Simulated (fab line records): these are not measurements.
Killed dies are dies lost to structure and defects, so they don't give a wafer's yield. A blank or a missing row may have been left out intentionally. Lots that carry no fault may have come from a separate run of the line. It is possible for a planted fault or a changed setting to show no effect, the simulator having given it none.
Problem report in the 8D (eight disciplines) form, filled by code | flow sky130 | the parts of the form that need people (team, actions taken, sign-off) are left out

== 1. WHAT IS WRONG ==
Wafers free of any fault read 186.2 (standard deviation 1.5) for VT_ADJUST_LVTN_2_TW at SKY_VT_ADJUST_LVTN_TW_MEAS_21, against a mean of 155.5 on 6 wafers of 2 lots. Measured from the usual mean, that is -20 standard deviations.
Earliest sighting: wafer L337.2 on film metro-04 at day 12 14:40. Wafers with a number at this step in the record: 39, from 13 lots. By rule, "out" or "out of limits" means more than 4 standard deviations away from the usual mean. Any other wafer with a number is counted as sound.

== 2. WHAT IT IS AND WHAT IT IS NOT ==
question                    | is                     | is not
which readings at this step | VT_ADJUST_LVTN_2_TW    | -
which lots                  | L337, L338             | L321, L322, L323, L325, L327, L328, L330, L339, L340, L341, L342
which wafers of those lots  | all that have a number | -
read on which gauges        | film metro-04          | film metro-01, film metro-02
when                        | from day 12 14:40      | up to then (21 sound wafers); but 12 sound wafers of L339, L340, L341, L342 came after

== 3. SUSPECTS, AND WHAT RULES EACH OUT ==
Counting: a tool at a process step up to the reading stays a suspect if it ran every lot that is out and no sound lot after the first of them.
- the gauge at SKY_VT_ADJUST_LVTN_TW_MEAS_21 has been ruled out. All the wafers that are out were read on film metro-04, but those of them that SKY_VT_ADJUST_LVTN_IMPLANT_19 has rows for are out there too, on other tools.
- implanter-01 at SKY_VT_ADJUST_LVTN_IMPLANT_19: kept. It processed each lot that is out, first L337 at day 12 14:25, and no sound lot thereafter; up to then, the last sound lot it processed was L327 at day 10 01:39. Its own dose ions cm2, faraday current uA readings are out on those wafers.
After counting, what remains is implanter-01 at SKY_VT_ADJUST_LVTN_IMPLANT_19.

== 4. THE CAUSE (what the simulator had put in) ==
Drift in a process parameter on implanter-01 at SKY_VT_ADJUST_LVTN_IMPLANT_19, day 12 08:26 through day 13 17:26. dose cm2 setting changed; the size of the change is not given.
The count eliminated every tool but this one.

== 5. THE EFFECT CHAIN, in route order ==
Each row: a reading whose mean over the struck wafers that have a number lies more than 3 standard deviations from the usual. Readings are gone through only where the record gives a usual standard deviation; hours: the median, over the lots, of the time from a lot's start at the first step in this table giving one to that lot's start at this step; sigmas: the change measured in usual standard deviations.
hours | step                          | reading             | usual     | on struck wafers | change     | sigmas
0     | SKY_VT_ADJUST_LVTN_IMPLANT_19 | dose ions cm2       | 6.499e+11 | 3.365e+11        | -3.134e+11 | -99 or more
0     | SKY_VT_ADJUST_LVTN_IMPLANT_19 | faraday current uA  | 3.65      | 1.90             | -1.75      | -24
0     | SKY_VT_ADJUST_LVTN_TW_MEAS_21 | VT_ADJUST_LVTN_2_TW | 186.2     | 155.5            | -30.7      | -20
It contains these process steps:
- SKY_VT_ADJUST_LVTN_IMPLANT_19
At these later measuring or inspecting steps, every struck wafer for which the step has a row has a number for every such reading, and none has moved that far: SKY_VT_ADJUST_HVTR_TW_MEAS_11.

== 6. HOW IT WOULD HAVE BEEN CAUGHT EARLIER ==
6 hours passed between the start of the fault at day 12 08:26 and the first reading out of limits at a measuring or inspecting step in this record, taken at day 12 14:40.
The tool's own readings at SKY_VT_ADJUST_LVTN_IMPLANT_19 were out on every struck wafer that the step has a row for (dose ions cm2, faraday current uA): an alarm limit on them would have fired on the first of those.
Of the lots that are out (2), L338 began SKY_VT_ADJUST_LVTN_IMPLANT_19 on implanter-01 after day 12 14:40. Putting the tool on hold at that point would have spared it.
